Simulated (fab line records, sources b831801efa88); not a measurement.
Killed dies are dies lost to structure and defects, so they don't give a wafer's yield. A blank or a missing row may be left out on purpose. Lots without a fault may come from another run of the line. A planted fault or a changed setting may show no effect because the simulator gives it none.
fab line records | flow sky130
record lots=7 wafers=21 last_day=50
route steps=708 shown METAL3@555
lots that met no fault: from a run of the same line without faults
start_h: hours from the record's first day to the start of the lot's first wafer shown | wait_h: hours since the lot's step before | " the same as in the row above | L1.1+2: a row that stands for several wafers | - no value, or no start given | * or withheld: withheld | < > ~ a bound
route shown NAME@n: a module of which the file shows steps, and the number in the route of the first | usual: mean/standard deviation of fault-free wafers | same: alike in all rows | chamber/n: place in a boat | sites: the reading at each site | _std_site: their standard deviation | _edge_site: outer sites' mean less inner sites' | radius_mm: how far each site lies from the wafer's centre | mask NAME#n: copy n | behind: the tool/chamber that last shaped the wafer | hold: why the lot was held/for how many hours/how that ended | device: the transistor (n, p or np) that didn't switch | end of line: the same wafers' tests at the end of the route | a step without rows: its recipe alone | killed: dies lost to structure and defects at the first sort, not the wafer's yield | map: a wafer's dies, x killed, . not, _ none there
set.NAME: the setting as run; set.NAME@STEP: as run at that earlier step | model.NAME: the simulator's own value behind a step, which no gauge read
lots at some steps of the route; a table a step, a row a wafer
services: from which hour (start_h, from the record's first day; less than 0 if before it) a tool's chamber was out of use, for how many hours, and why
## steps
# step SKY_METAL3_DEHYDRATE_05
# recipe temp_c=200 time_s=60
# step SKY_METAL3_HMDS_06
# recipe prime_time_s=60 prime_temp_c=120
# step SKY_METAL3_COAT_07
# recipe resist=BARC temp_c=withheld time_s=withheld spin_rpm=3000 resist_thk_nm=60
# step SKY_METAL3_COAT_08
# recipe resist=KrF-thick spin_rpm=3000 resist_thk_nm=1140
# step SKY_METAL3_SOFTBAKE_09
# recipe temp_c=100 time_s=90 resist=KrF-thick
# step SKY_METAL3_EXPOSE_10
# recipe mask_id=MM3 na=0.68 source_shape=annular sigma_inner=0.4 sigma_outer=0.8 target_cd_nm=300 dose_mj=28
# step SKY_METAL3_PEB_11
# recipe peb_temp_c=withheld peb_time_s=withheld resist=KrF-thick
# step SKY_METAL3_DEVELOP_12
# recipe develop_time_s=57.68 resist=KrF-thick dev_temp_c=21
# step SKY_METAL3_CD_MEAS_13
# recipe target_cd_nm=300
# usual cd_nm=300.5/1.4
# columns lot.wafer tool chamber start_h wait_h cd_nm
L193.3 cd_sem-02 - 919.52 - 302.0
L193.4 " - " " 302.0
L193.5 " - " " 301.3
L195.2 cd_sem-01 - 937.05 - 302.0
L195.3 " - " " 300.4
L195.4 " - " " 302.6
L196.1 cd_sem-02 - 939.38 - 303.7
L196.5 " - " " 301.2
L196.6 " - " " 301.9
L197.3 cd_sem-01 - 948.78 - 300.8
L197.4 " - " " 301.8
L197.6 " - " " 301.6
L205.1 cd_sem-02 - 1004.44 - 300.4
L205.2 " - " " 301.2
L205.4 " - " " 300.3
L207.1 cd_sem-02 - 1016.49 - 299.0
L207.4 " - " " 299.0
L207.6 " - " " 298.8
L213.1 cd_sem-02 - 1052.78 - 301.6
L213.2 " - " " 300.5
L213.6 " - " " 300.0
# step SKY_METAL3_OVL_MEAS_14
# usual METAL3_OVL=-3/5
# columns lot.wafer tool chamber start_h wait_h METAL3_OVL[nm]
L193.3 overlay-01 - 919.61 0.1 -5
L193.4 " - " " -6
L193.5 " - " " -2
L195.2 overlay-01 - 937.15 0.1 -13
L195.3 " - " " -14
L195.4 " - " " -4
L196.1 overlay-01 - 939.50 0.1 2
L196.5 " - " " -11
L196.6 " - " " 1
L197.3 overlay-01 - 948.87 0.1 -3
L197.4 " - " " -8
L197.6 " - " " -1
L205.1 overlay-02 - 1004.56 0.1 -5
L205.2 " - " " -4
L205.4 " - " " -5
L207.1 overlay-01 - 1016.61 0.1 3
L207.4 " - " " 5
L207.6 " - " " -2
L213.1 overlay-02 - 1052.90 0.1 -10
L213.2 " - " " -8
L213.6 " - " " 0
# step SKY_METAL3_DESCUM_15
# recipe chemistry=O2 source_power_w=150 bias_power_w=0 pressure_mtorr=10 temp_c=40 time_s=8
# usual chamber_pressure_mTorr=10.000/0.0097 drypump_motor_current_A=5.4/0.31 oes_product_au=0.999/0.019
# columns lot.wafer tool chamber start_h wait_h chamber_pressure_mTorr drypump_motor_current_A oes_product_au rf_hours_counter_h
L193.3 rie_metal-03 0 919.65 0.0 10.005 5.6 0.968 -
L193.4 " 1 " " 10.016 5.2 1.014 -
L193.5 " 1 " " 9.991 5.2 1.012 -
L195.2 rie_metal-02 0 937.18 0.0 9.991 6.0 1.030 17
L195.3 " 0 " " 10.000 6.0 1.027 -
L195.4 " 1 " " 9.999 5.3 1.021 -
L196.1 rie_metal-02 0 939.53 0.0 9.994 5.9 1.017 17
L196.5 " 1 " " 10.003 5.3 1.016 -
L196.6 " 0 " " 9.998 5.9 1.015 -
L197.3 rie_metal-02 0 948.90 0.0 10.021 5.9 1.020 -
L197.4 " 1 " " 9.972 5.3 1.016 -
L197.6 " 0 " " 9.997 5.9 1.013 -
L205.1 rie_metal-02 1 1004.59 0.0 9.992 5.3 1.027 13
L205.2 " 0 " " 9.980 5.9 1.020 21
L205.4 " 0 " " 10.011 6.0 1.019 -
L207.1 rie_metal-04 1 1016.64 0.0 9.998 5.6 0.984 3
L207.4 " 1 " " 10.008 5.6 0.989 -
L207.6 " 1 " " 9.991 5.6 0.991 -
L213.1 rie_metal-04 1 1052.94 0.0 10.002 5.6 1.001 6
L213.2 " 0 " " 9.989 5.0 0.989 2
L213.6 " 0 " " 10.006 5.0 0.981 -
# step SKY_METAL3_ETCH_16
# recipe chemistry=N2/H2 target=BARC ion_energy_ev=200 bias_w=100 pressure_mtorr=30 n2_flow_sccm=100 h2_flow_sccm=200 icp_w=500 stop_on=SiO2 time_s=88.2 target_depth_a=600
# usual bias_w=99.9/0.31 chamber_pressure_mTorr=30.000/0.026 drypump_motor_current_A=5.4/0.31 oes_product_au=0.626/0.0042 throttle_valve_pct=13.205/0.0093
# columns lot.wafer tool chamber start_h wait_h bias_w chamber_pressure_mTorr drypump_motor_current_A oes_product_au rf_hours_counter_h throttle_valve_pct
L193.3 rie_metal-03 0 919.70 0.0 100.4 29.964 5.6 0.624 - 13.203
L193.4 " 1 " " 99.2 30.002 5.2 0.628 - 13.207
L193.5 " 1 " " 100.0 29.974 5.2 0.620 - 13.196
L195.2 rie_metal-02 0 937.21 0.0 100.0 30.003 6.0 0.627 17 13.209
L195.3 " 0 " " 99.9 29.981 6.0 0.627 - 13.212
L195.4 " 1 " " 99.7 29.991 5.3 0.626 - 13.206
L196.1 rie_metal-02 0 939.56 0.0 99.6 29.994 6.0 0.629 17 13.211
L196.5 " 1 " " 100.2 30.034 5.3 0.624 - 13.207
L196.6 " 0 " " 99.6 29.958 6.0 0.624 - 13.197
L197.3 rie_metal-02 0 948.96 0.0 99.7 29.959 6.0 0.628 - 13.185
L197.4 " 1 " " 100.1 30.004 5.3 0.627 - 13.216
L197.6 " 0 " " 100.1 29.975 6.0 0.622 - 13.219
L205.1 rie_metal-02 1 1004.62 0.0 99.8 29.962 5.3 0.623 13 13.206
L205.2 " 0 " " 100.2 29.983 6.0 0.625 21 13.208
L205.4 " 0 " " 99.5 29.926 6.0 0.623 - 13.214
L207.1 rie_metal-04 1 1016.71 0.1 99.6 30.036 5.6 0.625 3 13.205
L207.4 " 1 " " 100.1 30.025 5.6 0.626 - 13.197
L207.6 " 1 " " 100.2 30.023 5.6 0.623 - 13.230
L213.1 rie_metal-04 1 1052.97 0.0 100.0 30.028 5.6 0.624 6 13.190
L213.2 " 0 " " 99.3 30.010 5.0 0.629 2 13.210
L213.6 " 0 " " 99.8 30.061 5.0 0.625 - 13.203
# step SKY_METAL3_ETCH_17
# recipe target=SiO2 stop_on=TiN chemistry=C4F8/O2/Ar source_w=1500 bias_w=1200 pressure_mtorr=40 c4f8_flow_sccm=withheld O2_flow_sccm=6 Ar_flow_sccm=300 time_s=3.9 target_depth_a=150
# usual bias_w=1200/3.6 chamber_pressure_mTorr=40.00/0.036 oes_product_au=0.753/0.0076
# columns lot.wafer tool chamber start_h wait_h bias_w chamber_pressure_mTorr oes_product_au rf_hours_counter_h
L193.3 rie_diel-04 3 919.77 0.0 1199 39.98 0.749 4
L193.4 " 1 " " 1197 39.99 0.749 15
L193.5 " 2 " " 1205 39.97 0.756 -
L195.2 rie_diel-02 0 937.31 0.1 - - - -
L195.3 " 2 " " - - - -
L195.4 " 0 " " - - - -
L196.1 rie_diel-02 0 939.66 0.1 - - - -
L196.5 " 2 " " - - - -
L196.6 " 0 " " - - - -
L197.3 rie_diel-02 2 949.02 0.0 - - - -
L197.4 " 1 " " - - - -
L197.6 " 0 " " - - - -
L205.1 rie_diel-02 3 1004.72 0.1 1201 39.98 0.742 2
L205.2 " 0 " " 1199 40.10 0.744 9
L205.4 " 2 " " 1199 39.98 0.743 16
L207.1 rie_diel-01 1 1016.90 0.2 1212 40.00 0.755 14
L207.4 " 0 " " 1206 40.02 0.761 16
L207.6 " 1 " " 1205 39.96 0.763 -
L213.1 rie_diel-02 1 1053.07 0.1 1201 39.97 0.754 5
L213.2 " 3 " " 1202 39.97 0.745 3
L213.6 " 0 " " 1205 40.01 0.761 -
# step SKY_METAL3_METAL_ETCH_18
# recipe target_depth_a=8450 stop_on=SiO2 over_etch_frac=0.3 time_s=183.1 chemistry=Cl2/BCl3 resist_sidewall_deg=88 pressure_mtorr=10 icp_w=900 bias_w=48.5 Cl2_flow_sccm=60 bcl3_flow_sccm=30
# usual bcl3_flow_sccm=29.99/0.092 bias_w=48.49/0.15 chamber_pressure_mTorr=10.000/0.009 drypump_motor_current_A=5.4/0.3 oes_product_au=0.863/0.0069 throttle_valve_pct=22.264/0.0086
# same over_etch_frac=0.3
# columns lot.wafer tool chamber start_h wait_h bcl3_flow_sccm bias_w chamber_pressure_mTorr drypump_motor_current_A oes_product_au rf_hours_counter_h throttle_valve_pct
L193.3 rie_metal-02 1 919.84 0.1 29.95 48.63 10.010 5.3 0.853 - 22.274
L193.4 " 0 " " 29.87 48.36 9.985 5.9 0.868 - 22.267
L193.5 " 1 " " 29.99 48.47 9.996 5.3 0.855 - 22.255
L195.2 rie_metal-04 0 937.34 0.0 30.15 48.05 9.997 5.0 0.862 15 22.249
L195.3 " 1 " " 30.01 48.67 10.007 5.6 0.864 - 22.265
L195.4 " 0 " " 30.05 48.21 9.995 5.0 0.871 - 22.271
L196.1 rie_metal-03 0 939.69 0.0 29.86 48.19 9.999 5.6 0.859 5 22.262
L196.5 " 1 " " 29.96 48.45 10.003 5.1 0.873 - 22.255
L196.6 " 0 " " 30.02 48.49 9.979 5.6 0.863 - 22.267
L197.3 rie_metal-03 1 949.10 0.1 30.14 48.66 10.019 5.2 0.868 - 22.264
L197.4 " 0 " " 29.97 48.62 10.004 5.6 0.869 - 22.281
L197.6 " 0 " " 29.91 48.44 10.003 5.6 0.854 - 22.261
L205.1 rie_metal-04 1 1004.74 0.0 29.89 48.33 9.999 5.6 0.864 2 22.276
L205.2 " 1 " " 29.99 48.65 9.999 5.6 0.871 - 22.265
L205.4 " 1 " " 29.87 48.44 9.994 5.6 0.877 - 22.264
L207.1 rie_metal-03 0 1016.92 0.0 30.17 48.61 10.004 5.5 0.870 9 22.271
L207.4 " 1 " " 30.19 48.52 10.009 5.2 0.867 - 22.259
L207.6 " 1 " " 30.08 48.62 9.996 5.1 0.854 - 22.265
L213.1 rie_metal-03 1 1053.09 0.0 29.98 48.44 10.008 5.2 0.868 18 22.271
L213.2 " 0 " " 30.03 48.32 9.996 5.6 0.858 11 22.260
L213.6 " 1 " " 29.90 48.56 9.990 5.2 0.863 - 22.254
## services
# columns tool chamber start_h hours kind
rie_metal-04 0 907.78 4.0 repair
rie_diel-02 1 912.12 11.6 repair
rie_metal-03 - 920.49 0.2 repair
rie_diel-02 3 923.77 - clean
rie_diel-02 3 923.77 18.8 scheduled_down
rie_diel-02 3 923.77 18.8 vent_cycle
rie_diel-01 - 927.99 0.2 repair
rie_diel-04 - 933.69 2.8 pm
rie_diel-02 1 934.96 5.9 repair
rie_metal-04 1 964.34 - clean
rie_metal-04 1 964.34 23.6 scheduled_down
rie_metal-04 1 964.34 23.6 vent_cycle
rie_diel-01 2 971.58 11.6 repair
rie_metal-03 1 976.43 1.9 repair
rie_metal-02 - 993.62 0.6 repair
rie_diel-02 0 993.64 7.5 repair
rie_metal-04 0 996.29 - clean
rie_metal-04 0 996.29 26.1 scheduled_down
rie_metal-04 0 996.29 26.1 vent_cycle
rie_diel-01 2 998.97 4.1 repair
rie_diel-01 1 1008.29 7.9 repair
rie_diel-02 2 1018.36 2.6 repair
## key
first_sign step=SKY_METAL3_ETCH_17 reading=tool_record direction=missing
effect none on later readings
met_at SKY_METAL3_ETCH_17
struck_wafers L195.2,L195.3,L195.4,L196.1,L196.5,L196.6,L197.3,L197.4,L197.6
later_rows_left_out L195.2,L195.3,L195.4,L196.1,L196.5,L196.6,L197.3,L197.4,L197.6
sort_left_out L195.2,L195.3,L195.4,L196.1,L196.5,L196.6,L197.3,L197.4,L197.6
fault kind=skipped_step_whole tool=rie_diel-02 chamber=- onset_h=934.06 steps=SKY_METAL3_ETCH_17 scope=struck_lots_only
# sort_left_out: the simulated sort isn't trusted on such a fault, so these wafers' sort isn't shown, and their yield isn't known
# later_rows_left_out: the simulator's readings of these wafers behind a module that went badly wrong aren't trusted and aren't shown, but for the sort
